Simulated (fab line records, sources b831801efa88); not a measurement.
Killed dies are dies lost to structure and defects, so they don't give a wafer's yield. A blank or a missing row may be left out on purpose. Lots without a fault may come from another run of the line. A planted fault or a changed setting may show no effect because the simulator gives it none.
A struck lot beside a sound one | flow sky130 | 22 steps out of a route of 708
Sound: wafers L471.2, L471.5, L471.6. Struck: wafer L465.1. (L465.2 of the same lot was not struck and is left out.) The cause comes at the end.
At each step with rows: each side's tool, then ch and its chambers, then its first start. Under that, the readings that differ: sound wafers | struck wafers | difference of the means | sigmas: that difference in standard deviations of wafers without a fault.
alike: readings whose means differ by less than 2 such deviations, and words and numbers that are the same on both sides. not compared: withheld readings, readings that some wafer has no value for, bounds like >300 that may hide the same value, and numbers for which the record gives no deviation and whose values overlap.
The two part at a step that has a row with sigmas, a row that says differs or no value, or rows on one side only. Numbers that don't overlap but have no deviation are shown without sigmas and don't part them. A reading that every wafer of one side lacks parts them only if that side has two wafers or more.

first, 2 steps without rows for these wafers: SKY_RES_PROTECT_DEVELOP_06 (develop time 60 s); SKY_POLY_GATE_IMPLANT_02.
SKY_RES_PROTECT_STRIP_07: strips in O2/N2.
  sound on plasma_asher-01 ch 0,1, day 23 05:55; struck on plasma_asher-02 ch 1, day 21 00:01
  alike: drypump_motor_current_A, oes_product_au, strip_time_to_endpoint_s
  not compared: rf_hours_counter_h
SKY_RES_PROTECT_TW_MEAS_08:
  sound on film_metro-02, day 23 06:01; struck on film_metro-02, day 21 00:07
  alike: POLY_GATE_TW
then, 2 steps without rows for these wafers: SKY_RES_PROTECT_CLEAN_09 (cleans in SC1/SC2, time 150 s); SKY_POLY_GATE_CVD_03 (deposits Si3N4 from DCS/NH3, target thk 75 nm, time 1290 s).
SKY_POLY_GATE_THK_MEAS_04:
  sound on film_metro-03, day 23 07:29; struck on film_metro-01, day 21 01:35
  alike: POLY_GATE_CVD_03_THK
then, 5 steps without rows for these wafers: SKY_POLY_GATE_DEHYDRATE_05 (time 60 s); SKY_POLY_GATE_HMDS_06 (prime time 60 s); SKY_POLY_GATE_COAT_07 (resist thk 110 nm); SKY_POLY_GATE_COAT_08 (resist thk 450 nm); SKY_POLY_GATE_SOFTBAKE_09 (time 90 s).
SKY_POLY_GATE_EXPOSE_10: exposes mask P1M, target cd 150 nm.
  sound on krf_scanner-02 ch 0, day 23 23:26; struck on krf_scanner-02 ch 0, day 21 17:28
  alike: mask
then, 2 steps without rows for these wafers: SKY_POLY_GATE_PEB_11; SKY_POLY_GATE_DEVELOP_12 (develop time 60 s).
SKY_POLY_GATE_CD_MEAS_13: target cd 150 nm.
  sound on cd_sem-01, day 24 14:26; struck on cd_sem-02, day 22 08:45
  reading    | sound             | struck | difference | sigmas
  cd_nm (nm) | 151.5 149.9 149.1 | 128.5  | -21.7      | -17
SKY_POLY_GATE_OVL_MEAS_14:
  sound on overlay-01, day 24 14:33; struck on overlay-01, day 22 08:52
  alike: POLY_GATE_OVL
SKY_POLY_GATE_ETCH_15: etches BARC in N2/H2, stops on SiO2, time 118.5 s, target depth 110 nm.
  sound on rie_diel-04 ch 0,3, day 24 14:35; struck on rie_diel-03 ch 3, day 22 08:54
  reading                    | sound             | struck | difference | sigmas
  model.POLY_GATE.cd_nm (nm) | 151.6 151.8 149.9 | 131.3  | -19.8      |
  alike: drypump_motor_current_A, h2_flow_sccm, oes_product_au, throttle_valve_pct
  not compared: rf_hours_counter_h
SKY_POLY_GATE_ETCH_16: etches Si3N4 in CH3F/O2, stops on poly-Si, time 147.5 s, target depth 75 nm.
  sound on rie_diel-04 ch 0,3, day 24 14:40; struck on rie_diel-03 ch 3, day 22 08:59
  alike: drypump_motor_current_A, oes_product_au, throttle_valve_pct
  not compared: rf_hours_counter_h
SKY_POLY_GATE_ETCH_17: etches poly-Si in HBr/Cl2, stops on SiO2, target depth 180 nm, time 70.5 s.
  sound on rie_si-02 ch 1,2, day 24 14:46; struck on rie_si-02 ch 3, day 22 09:05
  reading                    | sound                | struck | difference | sigmas
  throttle_valve_pct (%)     | 33.674 33.678 33.658 | 33.692 | +0.022     | +2
  model.POLY_GATE.cd_nm (nm) | 153 152.6 150.7      | 132.8  | -19.3      |
  alike: drypump_motor_current_A, oes_product_au
  not compared: rf_hours_counter_h
SKY_POLY_GATE_STRIP_18: strips in O2/N2.
  sound on plasma_asher-03 ch 0,1, day 24 14:49; struck on plasma_asher-03 ch 1, day 22 09:08
  alike: drypump_motor_current_A, oes_product_au, strip_time_to_endpoint_s
  not compared: rf_hours_counter_h
-- the record jumps here: 27 days lie between the struck wafers' starts before and after (it left off in module POLY_GATE and takes up again in module PAD_OPEN, whose first step shown is number 708 of the route) --
SKY_PAD_OPEN_PROBE_99:
  sound on prober-02, day 51 03:50; struck on prober-02, day 49 20:07
  reading                                 | sound             | struck | difference | sigmas
  killed_at_contacts                      | 21 29 26          | 37     | +12        | +2
  killed_at_front_end                     | 6 5 9             | 20     | +13        | +3
  killed_dies                             | 56 84 71          | 103    | +33        | +4
  model.etest.res_xhigh_po.line_ohm_um    | 5861 5728 5666    | 6023   | +271       |
  model.etest.pfet_01v8.r_on_ohm_um       | 2981 3020 2975    | 2612   | -380       |
  model.etest.pfet_g5v0d10v5.r_on_ohm_um  | 4851 4868 4755    | 4615   | -210       |
  model.etest.res_poly.line_ohm_um        | 515.2 515.2 512.4 | 638.5  | +124.2     |
  model.etest.nfet_01v8.r_on_ohm_um       | 875.3 879.9 832.7 | 750.9  | -111.7     |
  model.etest.nfet_g5v0d10v5.r_on_ohm_um  | 1886 1898 1890    | 1845   | -46        |
  model.etest.sonos_uncharged.r_on_ohm_um | 825.8 814.3 809   | 766.7  | -49.7      |
  model.etest.res_high_po.line_ohm_um     | 764.4 756.8 744.4 | 796.3  | +41.1      |
  alike: killed_at_M0_to_M3, killed_at_M4_up, killed_at_other, killed_open, killed_short

WHERE THEY PART
First at SKY_POLY_GATE_CD_MEAS_13; last, within this record, at SKY_PAD_OPEN_PROBE_99.

WHY: what the simulator had put in
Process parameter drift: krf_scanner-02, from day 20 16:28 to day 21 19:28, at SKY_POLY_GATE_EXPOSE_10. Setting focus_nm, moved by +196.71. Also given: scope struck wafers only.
